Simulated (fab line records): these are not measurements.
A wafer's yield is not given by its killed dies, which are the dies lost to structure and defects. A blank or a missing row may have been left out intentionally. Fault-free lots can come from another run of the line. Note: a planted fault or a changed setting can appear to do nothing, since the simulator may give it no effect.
Which of the tools did it? + flow gf180mcu + at 1 step of a route of 602, 7 lots with 21 wafers sampled

== WHAT THE GAUGES READ, wafer by wafer ==
GF_MVPSD_OVL_MEAS_07.
| lot  | measured     | on         | MVPSD_OVL (nm) |
|------|--------------|------------|----------------|
| L304 | day 5 05:34  | overlay-01 | -4.2 -4.1 -4.9 |
| L306 | day 5 17:28  | overlay-01 | -0.4 -0.1 0.2  |
| L309 | day 6 12:40  | overlay-02 | 0.9 -0.9 -0.5  |
| L311 | day 7 01:47  | overlay-02 | 0.4 0.9 0.3    |
| L316 | day 8 05:02  | overlay-01 | 1.3 1.4 0.5    |
| L318 | day 8 17:50  | overlay-01 | 2.7 1.1 2.1    |
| L325 | day 10 10:34 | overlay-01 | -1.2 -1.8 -2.2 |

== WHAT TOOL EACH LOT RAN ON (gives the tool, then ch and the chambers of the sampled wafers, and finally the start) ==
The record holds no process step before these readings.

== THE ANSWER, worked out from the rows above alone ==
Rule: the lots themselves supply what counts as usual. Put in order of their means at a reading, lots are off if they are a third of the lots or fewer, leave a main group of 4 or more, and stand apart from it by a gap of 3 or more times the standard deviation of the main group's means; of several such gaps the widest counts. If all means in a main group match to the digits the tables above print for the reading, that group is not used. Also off: a lot with no number at a reading for which 4 or more lots have one. Any other lot the step has rows for is counted as sound.
Nothing can be told from this: no lot is off at any reading shown.

== WHAT WAS PUT IN BY THE SIMULATOR ==
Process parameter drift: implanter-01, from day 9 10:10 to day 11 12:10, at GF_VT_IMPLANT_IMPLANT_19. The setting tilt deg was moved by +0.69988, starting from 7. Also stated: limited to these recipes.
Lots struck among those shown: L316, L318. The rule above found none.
